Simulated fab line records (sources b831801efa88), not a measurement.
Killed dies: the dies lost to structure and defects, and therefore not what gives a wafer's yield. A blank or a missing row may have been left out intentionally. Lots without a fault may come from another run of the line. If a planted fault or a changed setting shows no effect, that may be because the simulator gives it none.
What tool caused it?    flow gf180mcu    Sampling: 12 lots, 36 wafers, 5 of 602 route steps

WHAT EACH GAUGE READ, for each wafer
GF_STI_BOW_MEAS_00. Usual: INCOMING_BOW gives 1 um (standard deviation 6.9).
lot   measured     on             INCOMING_BOW (um)  flag
L906  day 1 10:01  film_metro-03  -5 4 -1            
L909  day 2 01:04  film_metro-03  -6 0 1             
L910  day 2 06:00  film_metro-04  3 -5 -2            
L911  day 2 11:01  film_metro-04  10 -8 7            
L914  day 3 02:01  film_metro-04  3 6 1              
L915  day 3 07:00  film_metro-03  0 10 -2            
L917  day 3 17:00  film_metro-02  -10 -5 4           
L918  day 3 22:00  film_metro-02  -12 -7 -4          
L919  day 4 03:00  film_metro-03  3 10 -14           
L920  day 4 08:00  film_metro-02  4 -3 -5            
L927  day 5 19:00  film_metro-02  -2 -4 -11          
L928  day 6 00:00  film_metro-02  4 -5 3             

GF_CONTACT_THK_MEAS_01. Usual: CONTACT_CVD_00_THK gives 300 nm (standard deviation 3.4).
lot   measured      on             CONTACT_CVD_00_THK (nm)  flag
L906  day 15 02:15  film_metro-03  296 301 298              
L909  day 16 11:34  film_metro-01  301 297 299              
L910  day 16 22:08  film_metro-02  305 299 300              
L911  day 17 08:38  film_metro-01  292 294 296              
L914  day 18 08:12  film_metro-02  301 298 300              
L915  day 18 20:32  film_metro-03  298 300 295              
L917  day 19 07:47  film_metro-03  304 297 299              
L918  day 19 11:41  film_metro-01  298 294 291              
L919  day 19 19:42  film_metro-03  302 299 301              
L920  day 20 04:58  film_metro-01  297 298 301              
L927  day 22 19:02  film_metro-03  299 301 300              
L928  day 22 22:05  film_metro-02  301 296 304              

WHICH TOOL RAN EACH LOT (tool, then ch and the chambers of the sampled wafers, then the start)
lot   GF_HV_LDD_COAT_02                  GF_HV_LDD_STRIP_10                    GF_NSD_STRIP_11
L906  litho_track-04 ch 0, day 9 17:31   plasma_asher-04 ch 0,1, day 10 02:46  plasma_asher-01 ch 0,1, day 13 09:34
L909  litho_track-02 ch 0, day 10 18:59  plasma_asher-02 ch 0,1, day 11 03:55  plasma_asher-03 ch 0,1, day 14 15:18
L910  litho_track-02 ch 0, day 11 01:58  plasma_asher-04 ch 0,1, day 11 11:27  plasma_asher-03 ch 0,1, day 15 00:26
L911  litho_track-02 ch 0, day 11 11:50  plasma_asher-04 ch 0,1, day 11 22:01  plasma_asher-03 ch 0,1, day 15 10:50
L914  litho_track-02 ch 0, day 12 05:29  plasma_asher-04 ch 0,1, day 12 16:02  plasma_asher-01 ch 0,1, day 16 08:10
L915  litho_track-04 ch 0, day 12 18:08  plasma_asher-02 ch 0,1, day 13 04:20  plasma_asher-01 ch 0,1, day 16 20:14
L917  litho_track-03 ch 0, day 13 02:23  plasma_asher-04 ch 0,1, day 13 13:10  plasma_asher-02 ch 0,1, day 17 07:26
L918  litho_track-04 ch 0, day 13 07:29  plasma_asher-02 ch 0, day 13 17:30    plasma_asher-03 ch 0,1, day 17 10:52
L919  litho_track-04 ch 0, day 13 12:20  plasma_asher-02 ch 0,1, day 13 22:35  plasma_asher-02 ch 1, day 17 17:17
L920  litho_track-04 ch 0, day 13 19:47  plasma_asher-03 ch 0,1, day 14 06:49  plasma_asher-01 ch 0,1, day 18 02:38
L927  litho_track-04 ch 0, day 16 02:35  plasma_asher-04 ch 0,1, day 16 13:41  plasma_asher-03 ch 0,1, day 20 18:11
L928  litho_track-04 ch 0, day 16 06:41  plasma_asher-03 ch 0,1, day 16 18:11  plasma_asher-01 ch 0,1, day 20 21:26
- GF_HV_LDD_COAT_02: resist thk 1000 nm.
- GF_HV_LDD_STRIP_10: strips in O2/N2.
- GF_NSD_STRIP_11: strips in O2/N2.

AS READ BY THE TOOLS THEMSELVES (means over the sampled wafers that have a number; for cases with no such wafer, the mark the record gives instead)
GF_HV_LDD_COAT_02. Usual: dispense_pressure_kPa 47 kPa, standard deviation 6.6; spin_speed_rpm 2999.6 rpm, standard deviation 1.9.
lot   tool            dispense_pressure_kPa (kPa)  spin_speed_rpm (rpm)  flag
L906  litho_track-04  43                           3000.1                
L909  litho_track-02  44                           2998.7                
L910  litho_track-02  44                           3000.2                
L911  litho_track-02  44                           2999.3                
L914  litho_track-02  44                           2999.4                
L915  litho_track-04  43                           2997.4                
L917  litho_track-03  59                           2997.5                
L918  litho_track-04  43                           2997.3                
L919  litho_track-04  43                           3000.6                
L920  litho_track-04  43                           3000.0                
L927  litho_track-04  43                           3089.7                OFF
L928  litho_track-04  43                           3091.8                OFF

GF_HV_LDD_STRIP_10. Usual: drypump_motor_current_A 5.6 A, standard deviation 0.5; heater_power_w 348 W, standard deviation 54; o2_flow_sccm 2999 sccm, standard deviation 8.4; oes_product_au 0.716 a.u., standard deviation 0.0048; strip_time_to_endpoint_s 12.63 s, standard deviation 0.039.
lot   tool             drypump_motor_current_A (A)  heater_power_w (W)  o2_flow_sccm (sccm)  oes_product_au (a.u.)  strip_time_to_endpoint_s (s)  flag
L906  plasma_asher-04  5.2                          350                 2991                 0.717                  12.69                         
L909  plasma_asher-02  6.1                          323                 3001                 0.716                  12.59                         
L910  plasma_asher-04  5.2                          346                 3000                 0.718                  12.56                         
L911  plasma_asher-04  5.3                          390                 2997                 0.715                  12.60                         
L914  plasma_asher-04  5.2                          351                 3004                 0.716                  12.62                         
L915  plasma_asher-02  6.1                          322                 2997                 0.718                  12.62                         
L917  plasma_asher-04  5.2                          349                 3005                 0.717                  12.65                         
L918  plasma_asher-02  6.0                          324                 3005                 0.714                  12.62                         
L919  plasma_asher-02  6.2                          318                 2999                 0.715                  12.68                         
L920  plasma_asher-03  5.8                          328                 3001                 0.718                  12.65                         
L927  plasma_asher-04  5.2                          349                 2997                 0.716                  12.50                         OFF
L928  plasma_asher-03  6.2                          312                 2995                 0.714                  12.41                         OFF

GF_NSD_STRIP_11. Usual: drypump_motor_current_A 5.9 A, standard deviation 0.37; heater_power_w 312 W, standard deviation 19; o2_flow_sccm 3000 sccm, standard deviation 8.3; oes_product_au 0.489 a.u., standard deviation 0.0048; strip_time_to_endpoint_s 22.78 s, standard deviation 0.045.
lot   tool             drypump_motor_current_A (A)  heater_power_w (W)  o2_flow_sccm (sccm)  oes_product_au (a.u.)  strip_time_to_endpoint_s (s)  flag
L906  plasma_asher-01  5.9                          298                 3004                 0.489                  22.74                         
L909  plasma_asher-03  6.2                          315                 3003                 0.494                  22.84                         
L910  plasma_asher-03  5.9                          330                 3002                 0.486                  22.82                         
L911  plasma_asher-03  6.3                          308                 2988                 0.490                  22.75                         
L914  plasma_asher-01  5.9                          302                 2993                 0.491                  22.76                         
L915  plasma_asher-01  5.8                          299                 3005                 0.491                  22.77                         
L917  plasma_asher-02  6.1                          322                 2993                 0.486                  22.73                         
L918  plasma_asher-03  6.2                          311                 2998                 0.488                  22.76                         
L919  plasma_asher-02  6.2                          323                 3000                 0.489                  22.74                         
L920  plasma_asher-01  5.8                          304                 3009                 0.487                  22.79                         
L927  plasma_asher-03  6.2                          313                 3010                 0.489                  22.81                         
L928  plasma_asher-01  5.9                          299                 3003                 0.489                  22.77                         

THE ANSWER, worked out from the rows above alone
Rule: a lot counts as off when the mean over its wafers that have a number is more than 3 standard deviations away from the usual mean. Also off: a lot with no number at a reading for which 4 or more lots have one. The other lots that the step has rows for count as sound. After the gauges, taken in route order, come the tools' own readings; for these a lot's mean is taken, as printed above. The first step at which some lot is off is used, and at that step the reading that is off furthest; a lot without a number counts as furthest.
Off at GF_HV_LDD_COAT_02 (spin_speed_rpm): L927, L928.
A tool fits if, at that step or a process step before it, it ran every lot that is off, and no sound lot after the first of them. One candidate fits, namely litho_track-04 at GF_HV_LDD_COAT_02. A fault onset in the window from L920 (day 13 19:47, its last sound lot) to L927 (day 16 02:35, its first lot off) fits.
On the lots that are off, the tool's own readings at GF_HV_LDD_COAT_02 differ by more than 5 times the standard deviation of the sound lots' means, which bears it out; spin_speed_rpm reads 3090.8 rpm there versus 2999.1 rpm on the sound lots.

WHAT THE SIMULATOR HAD INSERTED
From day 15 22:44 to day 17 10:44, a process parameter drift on litho_track-04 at GF_HV_LDD_COAT_02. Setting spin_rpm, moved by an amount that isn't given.
Shown lots that were struck: L927, L928. This agrees with what the rule above found.
